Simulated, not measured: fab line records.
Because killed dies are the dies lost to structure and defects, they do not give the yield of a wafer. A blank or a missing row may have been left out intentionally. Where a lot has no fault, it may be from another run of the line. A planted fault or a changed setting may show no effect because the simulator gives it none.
Chamber matching :: flow gf180mcu :: 3 sister chambers for GF_PASSIVATION_CVD_02 on pecvd-02
The step deposits Si3N4, target thk 700 nm, time 486.18 s. 3 wafers are shown with their chamber, then 7 later ones without.

EACH WAFER AND ITS CHAMBER
wafer: L085.5
chamber: 2
heater-power-w (W): 602

wafer: L089.1
chamber: 1
heater-power-w (W): 652

wafer: L089.5
chamber: 0
heater-power-w (W): 836

WAFERS MISSING THEIR CHAMBER
wafer: L089.6
heater-power-w (W): 508

wafer: L094.2
heater-power-w (W): 593

wafer: L094.4
heater-power-w (W): 694

wafer: L094.5
heater-power-w (W): 656

wafer: L095.1
heater-power-w (W): 812

wafer: L095.3
heater-power-w (W): 614

wafer: L095.6
heater-power-w (W): 556

EACH ONE'S CHAMBER
wafer: L089.6
from the rows above: can't be placed: 2 or 1
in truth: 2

wafer: L094.2
from the rows above: can't be placed: 2 or 1
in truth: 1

wafer: L094.4
from the rows above: can't be placed: 1 or 2
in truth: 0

wafer: L094.5
from the rows above: can't be placed: 1 or 2
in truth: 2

wafer: L095.1
from the rows above: 0
in truth: 0

wafer: L095.3
from the rows above: can't be placed: 2 or 1
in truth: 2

wafer: L095.6
from the rows above: can't be placed: 2 or 1
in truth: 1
Correct placement for 1 of the 7. Can't be placed from these rows: 6 (the true chamber is among the candidates in 5). Number placed wrongly: 0.
How it was worked out, from the rows above alone: a wafer's distance from a chamber is the root of the sum, over the readings, of the square of ((its reading less the chamber's mean) divided by the reading's scatter). If the next closest chamber is less than 2 further off than the closest, the wafer can't be placed; otherwise it belongs to the closest. Each chamber's mean is taken over the wafers shown for it. The scatter: with one shown wafer a chamber, the root of the mean of the squares of how far each hidden wafer lies from its nearest shown one.
